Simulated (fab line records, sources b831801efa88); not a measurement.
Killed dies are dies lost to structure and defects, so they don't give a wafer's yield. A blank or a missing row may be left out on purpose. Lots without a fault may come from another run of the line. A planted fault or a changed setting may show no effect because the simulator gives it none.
A struck lot beside a sound one | flow sky130 | 23 steps out of a route of 708
Sound: wafers L316.1, L316.3, L316.6. Struck: wafers L325.2, L325.4, L325.5. The cause comes at the end.
At each step with rows: each side's tool, then ch and its chambers, then its first start. Under that, the readings that differ: sound wafers | struck wafers | difference of the means | sigmas: that difference in standard deviations of wafers without a fault.
alike: readings whose means differ by less than 2 such deviations, and words and numbers that are the same on both sides. not compared: withheld readings, readings that some wafer has no value for, bounds like >300 that may hide the same value, and numbers for which the record gives no deviation and whose values overlap.
The two part at a step that has a row with sigmas, a row that says differs or no value, or rows on one side only. Numbers that don't overlap but have no deviation are shown without sigmas and don't part them. A reading that every wafer of one side lacks parts them only if that side has two wafers or more.

first, 6 steps without rows for these wafers: SKY_METAL5_HMDS_08 (prime time 60 s); SKY_METAL5_COAT_09 (resist thk 1800 nm); SKY_METAL5_SOFTBAKE_10 (time 60 s); SKY_METAL5_EXPOSE_11 (exposes mask MM5, target cd 1600 nm); SKY_METAL5_PEB_12; SKY_METAL5_DEVELOP_13 (develop time 60 s).
SKY_METAL5_DESCUM_14: chemistry O2, time 11 s.
  sound on rie_metal-04 ch 0,1, day 46 07:50; struck on rie_metal-04 ch 0, day 48 08:47
  alike: chamber_pressure_mTorr, drypump_motor_current_A, he_backside_leak_sccm, oes_product_au
  not compared: rf_hours_counter_h
SKY_METAL5_METAL_ETCH_15: etches the open film in Cl2/BCl3, stops on SiO2, target depth 1260 nm, time 252 s.
  sound on rie_metal-04 ch 0,1, day 46 07:52; struck on rie_metal-04 ch 0, day 48 08:49
  alike: chamber_pressure_mTorr, drypump_motor_current_A, he_backside_leak_sccm, oes_product_au, throttle_valve_pct
  not compared: rf_hours_counter_h
SKY_METAL5_STRIP_16: strips in O2/N2.
  sound on plasma_asher-03 ch 0,1, day 46 08:07; struck on plasma_asher-03 ch 0,1, day 48 09:04
  alike: chamber_pressure_mTorr, drypump_motor_current_A, oes_product_au, strip_time_to_endpoint_s
  not compared: rf_hours_counter_h
then, 3 steps without rows for these wafers: SKY_METAL5_STRIP_17 (strips in post etch residue remover, time 1200 s); SKY_METAL5_CLEAN_18 (cleans in IPA, time 180 s); SKY_METAL5_CLEAN_19 (cleans in O3/DIW).
SKY_PASSIVATION_CVD_00: deposits SiO2, target thk 90 nm.
  sound on pecvd-02 ch 1,2, day 46 08:42; struck on pecvd-02 ch 0,2, day 48 10:14
  no value came back on the struck wafers for heater_power_outer_w (W), heater_power_w (W); on the sound wafers heater_power_outer_w (W) reads 346 367 339
SKY_PASSIVATION_CVD_02: deposits Si3N4, target thk 540 nm.
  sound on pecvd-03 ch 0,1,2, day 46 08:47; struck on pecvd-03 ch 0,2, day 48 10:19
  alike: heater_power_outer_w, heater_power_w
then, 7 steps without rows for these wafers: SKY_PASSIVATION_DEHYDRATE_04 (time 60 s); SKY_PASSIVATION_HMDS_05 (prime time 60 s); SKY_PASSIVATION_COAT_06 (resist thk 3000 nm); SKY_PASSIVATION_SOFTBAKE_07; SKY_PASSIVATION_EXPOSE_08 (exposes mask NSM, target cd 3000 nm); SKY_PASSIVATION_PEB_09; SKY_PASSIVATION_DEVELOP_10 (develop time 60 s).
SKY_PASSIVATION_ETCH_11: etches the open film in CF4/O2, stops on AlCu, target depth 725 nm, time 161.1 s.
  sound on rie_diel-01 ch 0,1,3, day 47 05:26; struck on rie_diel-03 ch 1,3, day 49 04:14
  alike: chamber_pressure_mTorr, drypump_motor_current_A, oes_product_au, throttle_valve_pct
  not compared: rf_hours_counter_h, model.PASSIVATION.feature_depth_nm, model.etch.depth_nm
SKY_PASSIVATION_STRIP_12: strips in O2/N2.
  sound on plasma_asher-01 ch 0, day 47 05:32; struck on plasma_asher-01 ch 0,1, day 49 04:20
  reading                        | sound                | struck               | difference | sigmas
  chamber_pressure_mTorr (mTorr) | 1502.4 1504.0 1500.1 | 1497.6 1499.0 1498.9 | -3.7       | -3
  strip_time_to_endpoint_s (s)   | 31.19 31.19 31.31    | 31.72 31.70 31.61    | +0.45      | +3
  alike: drypump_motor_current_A, oes_product_au
  not compared: rf_hours_counter_h

WHERE THEY PART
First at SKY_PASSIVATION_CVD_00; last, within this record, at SKY_PASSIVATION_STRIP_12.

WHY: what the simulator had put in
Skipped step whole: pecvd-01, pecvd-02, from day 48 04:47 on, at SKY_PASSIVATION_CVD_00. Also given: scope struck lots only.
